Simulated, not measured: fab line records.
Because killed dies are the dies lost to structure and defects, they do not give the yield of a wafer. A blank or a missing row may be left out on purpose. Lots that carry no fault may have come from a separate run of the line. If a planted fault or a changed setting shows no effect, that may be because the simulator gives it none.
A struck lot beside a sound one | flow sky130 | 44 steps out of a route of 708
Sound: the wafers L298.2, L298.3, L298.5. Struck: wafer L312.4 (L312.2, L312.5, from the same lot, were not struck and are left out); the cause is given at the end.
For every step that has rows: the tool of each side, followed by ch and its chambers, followed by its first start. Under that, the readings that differ: sound wafers | struck wafers | difference of the means | sigmas: that difference in standard deviations of wafers without a fault.
alike: readings with means less than 2 such deviations apart, plus words and numbers identical on both sides. not compared: withheld readings, readings lacking a value on some wafer, bounds such as >300 that could conceal the same value, and numbers that have no deviation in the record and whose values overlap.
Wherever a step has rows on one side only, a row that says differs or no value, or a row with sigmas, the two part there. When numbers do not overlap yet have no deviation, they are printed without sigmas and do not part them. Lack of a reading on every wafer of one side parts them only where that side has two or more wafers.

first, 3 steps without rows for these wafers: SKY_VIA2_STRIP_17 (strips in post etch residue remover, time 1200 s); SKY_VIA2_CLEAN_18 (cleans in IPA, time 180 s); SKY_VIA2_CLEAN_19 (cleans in O3/DIW).
SKY_VIA2_SPUTTER_20: material TiN, target thk 20 nm, time 80 s.
  sound: pvd sputter-02 at day 37 23:20; struck: pvd sputter-03 at day 42 10:25
  alike: throttle valve pct
SKY_VIA2_CVD_21: deposits W, target thk 420 nm, time 126.4 s.
  sound on cvd w-02 ch 0, day 37 23:23; struck on cvd w-01 ch 1, day 42 10:31
  alike: heater power w, susceptor temp C
SKY_VIA2_RS_MEAS_22: the measuring method here is four-point-probe.
  sound: film metro-02 at day 37 23:32; struck: film metro-03 at day 42 10:45
  alike: VIA2_W_RS
SKY_VIA2_THK_MEAS_23: measures by xrf.
  sound: film metro-02 at day 37 23:39; struck: film metro-03 at day 42 10:52
  alike: VIA2_W_THK
then, 3 steps without rows for these wafers: SKY_VIA2_CMP_24 (polishes, stops on SiO2, t overpolish 20 s, target thk 0 nm); SKY_METAL3_SPUTTER_00 (material Ti, target thk 15 nm, time 10 s); SKY_METAL3_SPUTTER_01 (material TiN, target thk 20 nm, time 16.7 s).
SKY_METAL3_SPUTTER_02: material AlCu, target thk 735 nm, time 39.1 s.
  sound: pvd sputter-03 at day 38 00:02; struck: pvd sputter-01 at day 42 11:16
  alike: throttle valve pct
then, 1 step without rows for these wafers: SKY_METAL3_SPUTTER_03 (material Ti, target thk 5 nm, time 3.3 s).
SKY_METAL3_SPUTTER_04: material TiN, target thk 70 nm, time 58.3 s.
  sound: pvd sputter-03 at day 38 00:06; struck: pvd sputter-01 at day 42 11:19
  reading                                    | sound            | struck | difference | sigmas
  model.TiN_of_METAL3_SPUTTER_04.thk nm (nm) | 69.2 69.55 69.77 | 28.72  | -40.79     |
  alike: throttle valve pct
then, 1 step without rows for these wafers: SKY_CAPM_CVD_00 (deposits SiO2, target thk 15.5 nm).
SKY_CAPM_THK_MEAS_01:
  sound: film metro-01 at day 38 00:11; struck: film metro-01 at day 42 11:23
  alike: CAPM_CVD_00_THK
then, 1 step without rows for these wafers: SKY_CAPM_SPUTTER_02 (material TiN, target thk 200 nm, time 166.7 s).
SKY_CAPM_RS_MEAS_03: the measuring method here is four-point-probe.
  sound: film metro-04 at day 38 00:22; struck: film metro-04 at day 42 11:34
  alike: CAPM_TIN_RS
SKY_CAPM_THK_MEAS_04: measures by xrf.
  sound: film metro-04 at day 38 00:28; struck: film metro-04 at day 42 11:41
  alike: CAPM_TIN_THK
then, 7 steps without rows for these wafers: SKY_CAPM_DEHYDRATE_05 (time 60 s); SKY_CAPM_HMDS_06 (prime time 60 s); SKY_CAPM_COAT_07 (resist thk 1140 nm); SKY_CAPM_SOFTBAKE_08 (time 60 s); SKY_CAPM_EXPOSE_09 (exposes mask CAPM, target cd 1000 nm); SKY_CAPM_PEB_10; SKY_CAPM_DEVELOP_11 (develop time 60 s).
SKY_CAPM_OVL_MEAS_12:
  sound: overlay-02 at day 39 01:40; struck: overlay-01 at day 43 10:44
  alike: CAPM_OVL
then, 1 step without rows for these wafers: SKY_CAPM_METAL_ETCH_13 (etches TiN in Cl2/BCl3, stops on SiO2, target depth 220 nm, time 62.9 s).
SKY_CAPM_STRIP_14: strips in O2/N2.
  sound on plasma asher-02 ch 0,1, day 39 01:46; struck on plasma asher-02 ch 1, day 43 10:50
  alike: drypump motor current A, oes product au, strip time to endpoint s
  not compared: rf hours counter h
then, 11 steps without rows for these wafers: SKY_CAPM_STRIP_15 (strips in post etch residue remover, time 1200 s); SKY_CAPM_CLEAN_16 (cleans in IPA, time 180 s); SKY_CAPM_CLEAN_17 (cleans in O3/DIW); SKY_METAL3_DEHYDRATE_05 (time 60 s); SKY_METAL3_HMDS_06 (prime time 60 s); SKY_METAL3_COAT_07 (resist thk 60 nm); SKY_METAL3_COAT_08 (resist thk 1140 nm); SKY_METAL3_SOFTBAKE_09 (time 90 s); SKY_METAL3_EXPOSE_10 (exposes mask MM3, target cd 300 nm); SKY_METAL3_PEB_11; SKY_METAL3_DEVELOP_12 (develop time 60 s).
SKY_METAL3_CD_MEAS_13: target cd 300 nm.
  sound: cd sem-01 at day 40 03:47; struck: cd sem-01 at day 44 09:22
  alike: cd nm
SKY_METAL3_OVL_MEAS_14:
  sound: overlay-01 at day 40 03:53; struck: overlay-02 at day 44 09:28
  alike: METAL3_OVL
SKY_METAL3_DESCUM_15: chemistry O2, time 8 s.
  sound on rie metal-01 ch 0,1, day 40 03:55; struck on rie metal-03 ch 0, day 44 09:29
  reading                     | sound       | struck | difference | sigmas
  drypump motor current A (A) | 4.9 5.9 5.9 | 6.8    | +1.2       | +2
  alike: oes product au
  not compared: rf hours counter h
SKY_METAL3_METAL_ETCH_18: etches the open film in Cl2/BCl3, stops on SiO2, target depth 845 nm, time 183.1 s.
  sound on rie metal-02 ch 0,1, day 40 04:04; struck on rie metal-01 ch 0, day 44 09:38
  reading               | sound             | struck | difference | sigmas
  oes product au (a.u.) | 0.868 0.870 0.881 | 0.833  | -0.040     | -6
  alike: drypump motor current A, throttle valve pct
  not compared: rf hours counter h
-- the record jumps here: 6 days lie between the struck wafers' starts before and after (it left off in module METAL3 and takes up again in module PAD_OPEN, whose first step shown is number 708 of the route) --
SKY_PAD_OPEN_PROBE_99:
  sound: prober-01 at day 47 01:40; struck: prober-01 at day 50 11:27
  reading                       | sound             | struck | difference | sigmas
  model.etest.via3 chain.rc ohm | 9.502 9.646 9.891 | 8.518  | -1.162     |
  alike: defect limited yield, killed_at_M0_to_M3, killed_at_M4_up, killed at contacts, killed at front end, killed at other, killed dies, killed open, killed short, sort_bin_3_pad_short, sort_bin_5_function, sort_bin_6_memory, sort n pass, sort yield pct

## WHERE THEY PART
At SKY_METAL3_DESCUM_15 first; at SKY_METAL3_METAL_ETCH_18 last (within this record only). Later steps at which nothing parts them and some readings are alike: SKY_PAD_OPEN_PROBE_99.

WHY: what had been put in by the simulator
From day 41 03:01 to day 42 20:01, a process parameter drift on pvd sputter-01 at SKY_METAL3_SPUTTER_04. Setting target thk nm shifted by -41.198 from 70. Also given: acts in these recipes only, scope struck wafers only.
